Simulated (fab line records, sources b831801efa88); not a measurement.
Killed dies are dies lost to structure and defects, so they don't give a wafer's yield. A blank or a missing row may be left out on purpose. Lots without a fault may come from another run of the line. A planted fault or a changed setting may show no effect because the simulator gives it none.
A struck lot beside a sound one | flow sky130 | 44 steps out of a route of 708
Sound: wafers L704.3, L704.5, L704.6. Struck: wafer L716.1. (L716.2, L716.5 of the same lot were not struck and are left out.) The cause comes at the end.
At each step with rows: each side's tool, then ch and its chambers, then its first start. Under that, the readings that differ: sound wafers | struck wafers | difference of the means | sigmas: that difference in standard deviations of wafers without a fault.
alike: readings whose means differ by less than 2 such deviations, and words and numbers that are the same on both sides. not compared: withheld readings, readings that some wafer has no value for, bounds like >300 that may hide the same value, and numbers for which the record gives no deviation and whose values overlap.
The two part at a step that has a row with sigmas, a row that says differs or no value, or rows on one side only. Numbers that don't overlap but have no deviation are shown without sigmas and don't part them. A reading that every wafer of one side lacks parts them only if that side has two wafers or more.

first, 1 step without rows for these wafers: SKY_VIA2_SPUTTER_20 (material TiN, target thk 20 nm, time 80 s).
SKY_VIA2_CVD_21: deposits W, target thk 420 nm, time 126.4 s.
  sound on cvd_w-02 ch 0,1, day 37 05:08; struck on cvd_w-02 ch 0, day 39 20:10
  alike: heater_power_w
SKY_VIA2_RS_MEAS_22: measures by four-point-probe.
  sound on film_metro-04, day 37 05:16; struck on film_metro-04, day 39 20:17
  reading            | sound                | struck | difference | sigmas
  VIA2_W_RS (ohm/sq) | 0.2706 0.2717 0.2707 | 0.2755 | +0.0045    | +2
SKY_VIA2_THK_MEAS_23: measures by xrf.
  sound on film_metro-04, day 37 05:22; struck on film_metro-04, day 39 20:25
  alike: VIA2_W_THK
SKY_VIA2_CMP_24: polishes, stops on SiO2, t overpolish 20 s, target thk 0 nm.
  sound on cmp-02 ch 0,1,3, day 37 05:34; struck on cmp-01 ch 1, day 39 20:31
  alike: motor_current_A, overpolish_run_s, time_to_endpoint_s
SKY_METAL3_SPUTTER_00: material Ti, target thk 15 nm, time 10 s.
  sound on pvd_sputter-04, day 37 05:43; struck on pvd_sputter-04, day 39 20:46
  alike: cathode_dc_power_W, throttle_valve_pct
then, 4 steps without rows for these wafers: SKY_METAL3_SPUTTER_01 (material TiN, target thk 20 nm, time 16.7 s); SKY_METAL3_SPUTTER_02 (material AlCu, target thk 735 nm, time 39.1 s); SKY_METAL3_SPUTTER_03 (material Ti, target thk 5 nm, time 3.3 s); SKY_METAL3_SPUTTER_04 (material TiN, target thk 70 nm, time 58.3 s).
SKY_CAPM_CVD_00: deposits SiO2, target thk 15.5 nm.
  sound on pecvd-03 ch 0,1, day 37 05:52; struck on pecvd-04 ch 2, day 39 20:55
  alike: heater_power_w
SKY_CAPM_THK_MEAS_01:
  sound on film_metro-03, day 37 05:55; struck on film_metro-04, day 39 20:57
  alike: CAPM_CVD_00_THK
SKY_CAPM_SPUTTER_02: material TiN, target thk 200 nm, time 166.7 s.
  sound on pvd_sputter-02, day 37 05:57; struck on pvd_sputter-01, day 39 21:01
  reading                                  | sound                | struck | difference | sigmas
  cathode_dc_power_W (W)                   | 6500.9 6501.7 6500.6 | 7308.2 | +807.1     | +99 or more
  model.TiN_of_CAPM_SPUTTER_02.thk_nm (nm) | 198.5 197.9 201.3    | 228.4  | +29.2      |
  alike: throttle_valve_pct
SKY_CAPM_RS_MEAS_03: measures by four-point-probe.
  sound on film_metro-02, day 37 06:05; struck on film_metro-02, day 39 21:07
  reading              | sound          | struck | difference | sigmas
  CAPM_TIN_RS (ohm/sq) | 6.96 6.98 6.88 | 6.03   | -0.91      | -15
SKY_CAPM_THK_MEAS_04: measures by xrf.
  sound on film_metro-02, day 37 06:11; struck on film_metro-02, day 39 21:14
  reading           | sound             | struck | difference | sigmas
  CAPM_TIN_THK (nm) | 200.3 199.1 203.5 | 230.6  | +29.6      | +12
then, 7 steps without rows for these wafers: SKY_CAPM_DEHYDRATE_05 (time 60 s); SKY_CAPM_HMDS_06 (prime time 60 s); SKY_CAPM_COAT_07 (resist thk 1140 nm); SKY_CAPM_SOFTBAKE_08 (time 60 s); SKY_CAPM_EXPOSE_09 (exposes mask CAPM, target cd 1000 nm); SKY_CAPM_PEB_10; SKY_CAPM_DEVELOP_11 (develop time 60 s).
SKY_CAPM_OVL_MEAS_12:
  sound on overlay-01, day 38 07:17; struck on overlay-02, day 40 20:35
  alike: CAPM_OVL
SKY_CAPM_METAL_ETCH_13: etches TiN in Cl2/BCl3, stops on SiO2, target depth 220 nm, time 62.9 s.
  sound on rie_metal-01 ch 0,1, day 38 07:20; struck on rie_metal-01 ch 0, day 40 20:37
  reading                | sound                | struck | difference                   | sigmas
  oes_product_au (a.u.)  | 0.943 0.939 0.937    | 0.996  | +0.056                       | +9
  rf_hours_counter_h (h) | - - -                | 15     | no value on the sound wafers |
  throttle_valve_pct (%) | 21.899 21.913 21.904 | 21.869 | -0.036                       | -4
  alike: bcl3_flow_sccm, drypump_motor_current_A
then, 12 steps without rows for these wafers: SKY_CAPM_STRIP_14 (strips in O2/N2); SKY_CAPM_STRIP_15 (strips in post etch residue remover, time 1200 s); SKY_CAPM_CLEAN_16 (cleans in IPA, time 180 s); SKY_CAPM_CLEAN_17 (cleans in O3/DIW); SKY_METAL3_DEHYDRATE_05 (time 60 s); SKY_METAL3_HMDS_06 (prime time 60 s); SKY_METAL3_COAT_07 (resist thk 60 nm); SKY_METAL3_COAT_08 (resist thk 1140 nm); SKY_METAL3_SOFTBAKE_09 (time 90 s); SKY_METAL3_EXPOSE_10 (exposes mask MM3, target cd 300 nm); SKY_METAL3_PEB_11; SKY_METAL3_DEVELOP_12 (develop time 60 s).
SKY_METAL3_CD_MEAS_13: target cd 300 nm.
  sound on cd_sem-02, day 39 08:11; struck on cd_sem-02, day 41 21:05
  alike: cd_nm
SKY_METAL3_OVL_MEAS_14:
  sound on overlay-02, day 39 08:16; struck on overlay-01, day 41 21:13
  alike: METAL3_OVL
then, 1 step without rows for these wafers: SKY_METAL3_DESCUM_15 (chemistry O2, time 8 s).
SKY_METAL3_ETCH_16: etches BARC in N2/H2, stops on SiO2, time 88.2 s, target depth 60 nm.
  sound on rie_metal-03 ch 0,1, day 39 08:22; struck on rie_metal-01 ch 0, day 41 21:17
  reading                     | sound          | struck | difference                   | sigmas
  drypump_motor_current_A (A) | 5.70 5.65 5.75 | 5.20   | -0.50                        | -2
  rf_hours_counter_h (h)      | - - -          | 16     | no value on the sound wafers |
  alike: oes_product_au, throttle_valve_pct
then, 2 steps without rows for these wafers: SKY_METAL3_ETCH_17 (etches SiO2 in C4F8/O2/Ar, stops on TiN, time 3.9 s, target depth 15 nm); SKY_METAL3_METAL_ETCH_18 (etches the open film in Cl2/BCl3, stops on SiO2, target depth 845 nm, time 183.1 s).
SKY_METAL3_STRIP_20: strips in post etch residue remover, time 1200 s.
  sound on wet_bench-02 ch 0, day 39 08:54; struck on wet_bench-02 ch 1, day 41 21:40
  reading                                  | sound             | struck | difference | sigmas
  model.TiN_of_CAPM_SPUTTER_02.thk_nm (nm) | 197.7 197.1 200.5 | 227.5  | +29.1      |
-- the record jumps here: 7 days lie between the struck wafers' starts before and after (it left off in module METAL3 and takes up again in module PAD_OPEN, whose first step shown is number 708 of the route) --
SKY_PAD_OPEN_PROBE_99:
  sound on prober-02, day 46 08:28; struck on prober-01, day 48 12:10
  reading                                    | sound                        | struck | difference | sigmas
  model.etest.met3.line_ohm_um               | 0.1414 0.1439 0.141          | 554.7  | +554.6     |
  model.etest.via3_chain.rc_ohm              | 9.688 10.28 9.804            | 417.5  | +407.6     |
  model.etest.tester.sort_n_pass             | 401 396 407                  | 0      | -401       |
  model.etest.met3.rs_ohm_sq                 | 0.04318 0.04304 0.04264      | 166.7  | +166.7     |
  model.etest.tester.sort_bin_4_pct (%)      | 0 0 0                        | 80.89  | +80.89     |
  model.etest.tester.sort_yield_pct (%)      | 81.5 80.49 82.72             | 0      | -82        |
  model.etest.met3.rs_ohm_sq_rim_less_centre | 0.0006118 0.0001172 0.000589 | -78.23 | -78.23     |
  model.etest.cap_mim.short                  | 0 0 0                        | 1      | +1         |
  alike: defect_limited_yield, killed_at_M0_to_M3, killed_at_M4_up, killed_at_contacts, killed_at_front_end, killed_at_other, killed_dies, killed_open, killed_short

WHERE THEY PART
First at SKY_VIA2_RS_MEAS_22; last, within this record, at SKY_METAL3_ETCH_16. Later steps at which nothing parts them and some readings are alike: SKY_PAD_OPEN_PROBE_99.

WHY: what the simulator had put in
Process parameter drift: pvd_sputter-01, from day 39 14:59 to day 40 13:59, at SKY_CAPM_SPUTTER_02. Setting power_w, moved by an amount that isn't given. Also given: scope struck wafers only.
